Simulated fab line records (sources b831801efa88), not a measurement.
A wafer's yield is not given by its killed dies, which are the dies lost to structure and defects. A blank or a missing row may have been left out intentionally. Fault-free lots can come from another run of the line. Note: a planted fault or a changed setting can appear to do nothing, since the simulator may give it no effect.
A sampling plan put to the test / flow gf180mcu / one fab line, 14 faults that these records tell of, each judged on the records of the lots that it struck
The line's own looks make up the plan; these are the steps of the route where a gauge or inspection reads the wafer and leaves it unchanged. A look is open to judgement when struck wafers have a number at it and the file gives its usual mean and standard deviation on fault-free wafers. Caught: a look later than the fault's first step finds the struck wafers' mean 4 or more of those standard deviations (sigma) from the usual mean. On the tool: the identical test, applied to the tool's own readings at the steps of the fault. Caught also covers a different recipe on the struck wafers, or a record left blank for those wafers only.

THE FAULTS, as the simulator had put them in
1. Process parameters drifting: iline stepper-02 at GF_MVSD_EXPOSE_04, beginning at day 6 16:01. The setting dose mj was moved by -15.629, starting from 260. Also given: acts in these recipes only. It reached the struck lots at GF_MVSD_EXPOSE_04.
2. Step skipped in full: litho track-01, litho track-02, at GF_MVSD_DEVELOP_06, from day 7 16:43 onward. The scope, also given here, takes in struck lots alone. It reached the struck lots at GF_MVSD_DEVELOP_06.
3. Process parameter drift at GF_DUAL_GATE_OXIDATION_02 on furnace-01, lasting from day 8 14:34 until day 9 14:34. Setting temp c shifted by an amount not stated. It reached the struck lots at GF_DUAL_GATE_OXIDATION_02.
4. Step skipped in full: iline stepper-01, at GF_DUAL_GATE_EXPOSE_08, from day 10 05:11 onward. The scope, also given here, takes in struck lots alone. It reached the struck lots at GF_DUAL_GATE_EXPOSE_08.
5. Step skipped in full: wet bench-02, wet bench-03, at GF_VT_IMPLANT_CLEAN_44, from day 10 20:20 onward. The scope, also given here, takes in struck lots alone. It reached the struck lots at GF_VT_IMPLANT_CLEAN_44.
6. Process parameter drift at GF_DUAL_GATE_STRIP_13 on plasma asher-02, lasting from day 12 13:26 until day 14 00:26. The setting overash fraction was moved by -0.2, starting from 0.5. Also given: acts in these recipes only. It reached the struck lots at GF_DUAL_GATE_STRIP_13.
7. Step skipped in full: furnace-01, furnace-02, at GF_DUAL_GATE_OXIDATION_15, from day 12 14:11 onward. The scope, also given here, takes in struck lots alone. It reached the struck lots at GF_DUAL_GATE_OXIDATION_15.
8. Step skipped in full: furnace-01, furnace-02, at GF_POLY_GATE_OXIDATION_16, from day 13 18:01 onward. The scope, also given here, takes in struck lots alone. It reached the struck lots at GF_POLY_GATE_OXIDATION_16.
9. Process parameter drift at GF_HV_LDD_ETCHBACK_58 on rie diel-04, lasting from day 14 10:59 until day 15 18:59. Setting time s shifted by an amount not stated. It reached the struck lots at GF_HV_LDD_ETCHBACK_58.
10. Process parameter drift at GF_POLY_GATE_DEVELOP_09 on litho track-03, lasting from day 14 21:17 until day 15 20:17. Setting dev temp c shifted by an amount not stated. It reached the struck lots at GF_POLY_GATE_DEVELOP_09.
11. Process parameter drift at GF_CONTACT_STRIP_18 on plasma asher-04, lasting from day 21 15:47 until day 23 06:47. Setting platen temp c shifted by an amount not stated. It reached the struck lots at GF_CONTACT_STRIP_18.
12. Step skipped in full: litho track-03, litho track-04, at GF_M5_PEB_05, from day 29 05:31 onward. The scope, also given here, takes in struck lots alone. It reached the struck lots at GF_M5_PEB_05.
13. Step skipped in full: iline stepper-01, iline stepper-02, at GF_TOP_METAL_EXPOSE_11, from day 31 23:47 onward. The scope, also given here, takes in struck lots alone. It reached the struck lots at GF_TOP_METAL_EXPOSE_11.
14. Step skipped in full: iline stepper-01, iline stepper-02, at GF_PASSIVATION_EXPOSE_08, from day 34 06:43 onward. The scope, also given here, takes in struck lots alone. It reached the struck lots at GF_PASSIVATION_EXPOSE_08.

WHAT THE PLAN SAW
fault=1; on the tool itself=exposure dose mJ cm2 -56 sigma; first look that catches it=not the one look that can be judged after it; reading, sigma=-; median hours from its first step to that look=-; hours from the fault's start to the first struck lot there=-; judged looks passed uncaught=1
fault=2; on the tool itself=the tool's record is blank for the struck wafers; first look that catches it=none of the 2 looks that can be judged after it; reading, sigma=-; median hours from its first step to that look=-; hours from the fault's start to the first struck lot there=-; judged looks passed uncaught=2
fault=3; on the tool itself=tube center temp C -38 sigma; first look that catches it=none of the 2 looks that can be judged after it; reading, sigma=-; median hours from its first step to that look=-; hours from the fault's start to the first struck lot there=-; judged looks passed uncaught=2
fault=4; on the tool itself=no reading that can be judged; first look that catches it=no look after it can be judged; reading, sigma=-; median hours from its first step to that look=-; hours from the fault's start to the first struck lot there=-; judged looks passed uncaught=0
fault=5; on the tool itself=the tool's record is blank for the struck wafers; first look that catches it=not the one look that can be judged after it; reading, sigma=-; median hours from its first step to that look=-; hours from the fault's start to the first struck lot there=-; judged looks passed uncaught=1
fault=6; on the tool itself=oes product au +8.2 sigma; first look that catches it=no look after it can be judged; reading, sigma=-; median hours from its first step to that look=-; hours from the fault's start to the first struck lot there=-; judged looks passed uncaught=0
fault=7; on the tool itself=the tool's record is blank for the struck wafers; first look that catches it=no look after it can be judged; reading, sigma=-; median hours from its first step to that look=-; hours from the fault's start to the first struck lot there=-; judged looks passed uncaught=0
fault=8; on the tool itself=the tool's record is blank for the struck wafers; first look that catches it=no look after it can be judged; reading, sigma=-; median hours from its first step to that look=-; hours from the fault's start to the first struck lot there=-; judged looks passed uncaught=0
fault=9; on the tool itself=run length s -15 sigma; first look that catches it=not the one look that can be judged after it; reading, sigma=-; median hours from its first step to that look=-; hours from the fault's start to the first struck lot there=-; judged looks passed uncaught=1
fault=10; on the tool itself=developer temp C +8.5 sigma; first look that catches it=none of the 2 looks that can be judged after it; reading, sigma=-; median hours from its first step to that look=-; hours from the fault's start to the first struck lot there=-; judged looks passed uncaught=2
fault=11; on the tool itself=platen temp c -35 sigma; first look that catches it=no look after it can be judged; reading, sigma=-; median hours from its first step to that look=-; hours from the fault's start to the first struck lot there=-; judged looks passed uncaught=0
fault=12; on the tool itself=the tool's record is blank for the struck wafers; first look that catches it=no look after it can be judged; reading, sigma=-; median hours from its first step to that look=-; hours from the fault's start to the first struck lot there=-; judged looks passed uncaught=0
fault=13; on the tool itself=no reading that can be judged; first look that catches it=no look after it can be judged; reading, sigma=-; median hours from its first step to that look=-; hours from the fault's start to the first struck lot there=-; judged looks passed uncaught=0
fault=14; on the tool itself=no reading that can be judged; first look that catches it=no look after it can be judged; reading, sigma=-; median hours from its first step to that look=-; hours from the fault's start to the first struck lot there=-; judged looks passed uncaught=0
Dash: fault not caught, or number not given in these records.

Caught at a look: 0 of 14. Caught on the tool: 11 of 14. By one or the other: 11 of 14.
Faults caught by the tool alone: 1, 2, 3, 5, 6, 7, 8, 9, 10, 11, 12.
Caught by neither: faults 4, 13, 14.
